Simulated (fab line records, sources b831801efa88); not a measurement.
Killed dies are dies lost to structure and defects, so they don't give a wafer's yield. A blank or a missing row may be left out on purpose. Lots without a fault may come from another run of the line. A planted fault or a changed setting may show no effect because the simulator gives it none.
Chamber matching | flow sky130 | SKY_PASSIVATION_ETCH_11 on rie_diel-03: 4 sister chambers
The step etches the open film in CF4/O2, stops on AlCu, target depth 725 nm, time 161.1 s. 4 wafers are shown with their chamber, then 9 later ones without.

WAFERS WITH THEIR CHAMBER
wafer  | chamber | drypump_motor_current_A (A)
L082.1 | 2       | 4.7
L090.2 | 3       | 5.4
L090.3 | 0       | 6.2
L090.5 | 1       | 5.4

WAFERS WITHOUT THEIR CHAMBER
wafer  | drypump_motor_current_A (A)
L093.2 | 5.4
L093.3 | 6.2
L093.4 | 5.4
L095.3 | 5.4
L095.4 | 4.7
L095.5 | 5.4
L096.2 | 6.2
L096.3 | 5.4
L096.4 | 5.5

WHICH CHAMBER EACH WENT THROUGH
wafer  | from the rows above     | in truth
L093.2 | can't be placed: 1 or 3 | 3
L093.3 | 0                       | 0
L093.4 | can't be placed: 1 or 3 | 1
L095.3 | can't be placed: 1 or 3 | 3
L095.4 | 2                       | 2
L095.5 | can't be placed: 1 or 3 | 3
L096.2 | 0                       | 0
L096.3 | can't be placed: 1 or 3 | 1
L096.4 | can't be placed: 1 or 3 | 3
Placed correctly: 3 of 9. Can't be placed from these rows: 6 (the true chamber is among the candidates in 6). Placed wrongly: 0.
How it was worked out, from the rows above alone: a wafer's distance from a chamber is the root of the sum, over the readings, of the square of ((its reading less the chamber's mean) divided by the reading's scatter). The wafer belongs to the nearest chamber; if the next one is less than 2 further off, it can't be placed. A chamber's mean is the mean of its shown wafers. The scatter: with one shown wafer a chamber, the root of the mean of the squares of how far each hidden wafer lies from its nearest shown one.
